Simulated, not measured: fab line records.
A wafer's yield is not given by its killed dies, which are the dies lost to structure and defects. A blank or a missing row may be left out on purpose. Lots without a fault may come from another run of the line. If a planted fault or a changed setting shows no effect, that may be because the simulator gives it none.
Which of the tools did it? / flow gf180mcu / 14 lots, 42 wafers sampled, at 2 steps of a route of 602

== WHAT EACH GAUGE READ, for each wafer ==
GF_STI_THK_MEAS_04. Usual: STI_CVD_03_THK typically reads 206.9 nm, with standard deviation 2.3.
lot=L120; measured=day 1 19:02; on=film_metro-01; STI_CVD_03_THK (nm)=210.5 212.0 210.8; flag=
lot=L121; measured=day 1 23:34; on=film_metro-04; STI_CVD_03_THK (nm)=211.1 209.1 210.2; flag=
lot=L122; measured=day 2 04:35; on=film_metro-03; STI_CVD_03_THK (nm)=208.8 209.6 207.3; flag=
lot=L123; measured=day 2 09:35; on=film_metro-01; STI_CVD_03_THK (nm)=201.8 201.8 201.5; flag=
lot=L124; measured=day 2 16:40; on=film_metro-01; STI_CVD_03_THK (nm)=207.4 208.5 208.5; flag=
lot=L127; measured=day 3 06:34; on=film_metro-03; STI_CVD_03_THK (nm)=205.7 208.2 205.4; flag=
lot=L128; measured=day 3 12:04; on=film_metro-03; STI_CVD_03_THK (nm)=205.5 205.5 207.0; flag=
lot=L129; measured=day 3 15:34; on=film_metro-04; STI_CVD_03_THK (nm)=207.6 206.4 206.5; flag=
lot=L130; measured=day 3 20:34; on=film_metro-01; STI_CVD_03_THK (nm)=208.4 205.6 208.1; flag=
lot=L131; measured=day 4 01:35; on=film_metro-03; STI_CVD_03_THK (nm)=206.1 207.2 207.9; flag=
lot=L135; measured=day 4 21:34; on=film_metro-04; STI_CVD_03_THK (nm)=203.9 205.6 204.4; flag=
lot=L138; measured=day 5 12:44; on=film_metro-01; STI_CVD_03_THK (nm)=146.9 147.5 147.7; flag=OFF
lot=L139; measured=day 5 17:34; on=film_metro-04; STI_CVD_03_THK (nm)=147.1 148.1 149.0; flag=OFF
lot=L140; measured=day 6 00:28; on=film_metro-01; STI_CVD_03_THK (nm)=204.4 206.5 207.9; flag=

== EACH LOT AND THE TOOL THAT RAN IT (in order: tool; ch and the chambers of the sampled wafers; start) ==
lot=L120; GF_STI_CVD_03=lpcvd-02 ch 0, day 1 17:04
lot=L121; GF_STI_CVD_03=lpcvd-02 ch 0, day 1 21:34
lot=L122; GF_STI_CVD_03=lpcvd-02 ch 1, day 2 02:34
lot=L123; GF_STI_CVD_03=lpcvd-01 ch 0, day 2 07:34
lot=L124; GF_STI_CVD_03=lpcvd-02 ch 0, day 2 14:40
lot=L127; GF_STI_CVD_03=lpcvd-01 ch 1, day 3 03:34
lot=L128; GF_STI_CVD_03=lpcvd-01 ch 0, day 3 10:05
lot=L129; GF_STI_CVD_03=lpcvd-02 ch 0, day 3 13:34
lot=L130; GF_STI_CVD_03=lpcvd-01 ch 0, day 3 18:34
lot=L131; GF_STI_CVD_03=lpcvd-01 ch 0, day 3 23:34
lot=L135; GF_STI_CVD_03=lpcvd-02 ch 0, day 4 19:34
lot=L138; GF_STI_CVD_03=lpcvd-02 ch 1, day 5 10:44
lot=L139; GF_STI_CVD_03=lpcvd-02 ch 1, day 5 15:34
lot=L140; GF_STI_CVD_03=lpcvd-01 ch 1, day 5 21:27
- GF_STI_CVD_03: deposits Si3N4 from DCS/NH3, target thk 207.16 nm, time 3551 s.

== WHAT THE TOOLS THEMSELVES READ (means of the sampled wafers that have a number; where no wafer has one, the mark that the record gives instead) ==
GF_STI_CVD_03. Usual: value, then standard deviation, for each; spike_tc_bottom_C 790.1 C / 2.9; spike_tc_centre_C 771.1 C / 1.2; spike_tc_lower_C 770.0 C / 1.2; spike_tc_top_C 786 C / 3.6; spike_tc_upper_C 770.4 C / 1.2; susceptor_temp_C 770.0 C / 0.32; zone_power_upper_pct 12.3 % / 1.5.
lot=L120; tool=lpcvd-02; spike_tc_bottom_C (C)=789.4; spike_tc_centre_C (C)=769.5; spike_tc_lower_C (C)=769.3; spike_tc_top_C (C)=781; spike_tc_upper_C (C)=770.0; susceptor_temp_C (C)=770.1; zone_power_upper_pct (%)=13.7; flag=
lot=L121; tool=lpcvd-02; spike_tc_bottom_C (C)=789.8; spike_tc_centre_C (C)=771.0; spike_tc_lower_C (C)=770.3; spike_tc_top_C (C)=781; spike_tc_upper_C (C)=769.9; susceptor_temp_C (C)=769.9; zone_power_upper_pct (%)=13.7; flag=
lot=L122; tool=lpcvd-02; spike_tc_bottom_C (C)=789.4; spike_tc_centre_C (C)=771.0; spike_tc_lower_C (C)=768.9; spike_tc_top_C (C)=786; spike_tc_upper_C (C)=770.3; susceptor_temp_C (C)=770.3; zone_power_upper_pct (%)=10.5; flag=
lot=L123; tool=lpcvd-01; spike_tc_bottom_C (C)=793.1; spike_tc_centre_C (C)=772.2; spike_tc_lower_C (C)=770.2; spike_tc_top_C (C)=789; spike_tc_upper_C (C)=769.8; susceptor_temp_C (C)=769.6; zone_power_upper_pct (%)=13.4; flag=
lot=L124; tool=lpcvd-02; spike_tc_bottom_C (C)=789.1; spike_tc_centre_C (C)=772.5; spike_tc_lower_C (C)=769.2; spike_tc_top_C (C)=781; spike_tc_upper_C (C)=769.2; susceptor_temp_C (C)=770.1; zone_power_upper_pct (%)=13.8; flag=
lot=L127; tool=lpcvd-01; spike_tc_bottom_C (C)=785.9; spike_tc_centre_C (C)=768.9; spike_tc_lower_C (C)=770.8; spike_tc_top_C (C)=789; spike_tc_upper_C (C)=771.4; susceptor_temp_C (C)=770.2; zone_power_upper_pct (%)=10.5; flag=
lot=L128; tool=lpcvd-01; spike_tc_bottom_C (C)=794.4; spike_tc_centre_C (C)=772.0; spike_tc_lower_C (C)=770.1; spike_tc_top_C (C)=789; spike_tc_upper_C (C)=769.6; susceptor_temp_C (C)=770.3; zone_power_upper_pct (%)=13.6; flag=
lot=L129; tool=lpcvd-02; spike_tc_bottom_C (C)=790.7; spike_tc_centre_C (C)=771.8; spike_tc_lower_C (C)=768.2; spike_tc_top_C (C)=780; spike_tc_upper_C (C)=769.3; susceptor_temp_C (C)=770.0; zone_power_upper_pct (%)=13.7; flag=
lot=L130; tool=lpcvd-01; spike_tc_bottom_C (C)=794.7; spike_tc_centre_C (C)=771.8; spike_tc_lower_C (C)=769.7; spike_tc_top_C (C)=789; spike_tc_upper_C (C)=770.4; susceptor_temp_C (C)=770.3; zone_power_upper_pct (%)=13.4; flag=
lot=L131; tool=lpcvd-01; spike_tc_bottom_C (C)=793.1; spike_tc_centre_C (C)=771.8; spike_tc_lower_C (C)=769.4; spike_tc_top_C (C)=789; spike_tc_upper_C (C)=769.8; susceptor_temp_C (C)=769.8; zone_power_upper_pct (%)=13.3; flag=
lot=L135; tool=lpcvd-02; spike_tc_bottom_C (C)=790.1; spike_tc_centre_C (C)=770.7; spike_tc_lower_C (C)=769.5; spike_tc_top_C (C)=780; spike_tc_upper_C (C)=769.4; susceptor_temp_C (C)=769.6; zone_power_upper_pct (%)=13.6; flag=
lot=L138; tool=lpcvd-02; spike_tc_bottom_C (C)=771.2; spike_tc_centre_C (C)=754.0; spike_tc_lower_C (C)=753.1; spike_tc_top_C (C)=769; spike_tc_upper_C (C)=753.3; susceptor_temp_C (C)=752.4; zone_power_upper_pct (%)=10.0; flag=OFF
lot=L139; tool=lpcvd-02; spike_tc_bottom_C (C)=771.4; spike_tc_centre_C (C)=754.8; spike_tc_lower_C (C)=752.4; spike_tc_top_C (C)=769; spike_tc_upper_C (C)=752.9; susceptor_temp_C (C)=753.1; zone_power_upper_pct (%)=10.0; flag=OFF
lot=L140; tool=lpcvd-01; spike_tc_bottom_C (C)=786.8; spike_tc_centre_C (C)=769.5; spike_tc_lower_C (C)=771.2; spike_tc_top_C (C)=790; spike_tc_upper_C (C)=772.3; susceptor_temp_C (C)=770.0; zone_power_upper_pct (%)=10.5; flag=

== THE ANSWER, worked out from the rows above alone ==
Rule: lot off if the mean of its wafers having a number is beyond 3 standard deviations from the usual mean. Also off: a lot with no number at a reading for which 4 or more lots have one. Any other lot the step has rows for is counted as sound. The gauges are gone through in route order, then the tools' own readings, and for those a lot's mean is taken as printed above. At the first step where some lot is off, the reading lying furthest off is the one used; lots without a number count as furthest.
Off: L138, L139, at GF_STI_THK_MEAS_04 (STI_CVD_03_THK).
If a tool, at a process step before that reading, ran all the lots that are off and no sound lot after the first of them, it fits. Not tried: the gauges at GF_STI_THK_MEAS_04; whatever is off there is also off at GF_STI_CVD_03, on other tools, and gauge error can't account for it. One fits: GF_STI_CVD_03 on lpcvd-02. Its last sound lot is L135 (day 4 19:34), its first lot that is off L138 (day 5 10:44): a fault that began between those two fits.
The tool's own readings at GF_STI_CVD_03 bear it out: on the lots that are off they differ by more than 5 times the standard deviation of the sound lots' means. spike_tc_bottom_C reads 771.3 C there against 790.5 C on the sound lots; spike_tc_centre_C reads 754.4 C there against 771.1 C on the sound lots; spike_tc_lower_C reads 752.8 C there against 769.7 C on the sound lots; spike_tc_upper_C reads 753.1 C there against 770.1 C on the sound lots; susceptor_temp_C reads 752.8 C there against 770.0 C on the sound lots.

== WHAT THE SIMULATOR HAD PUT IN ==
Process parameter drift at GF_STI_CVD_03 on lpcvd-02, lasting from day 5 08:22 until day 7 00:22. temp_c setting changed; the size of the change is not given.
Lots struck among those shown: L138, L139. The rule above reached the same finding.
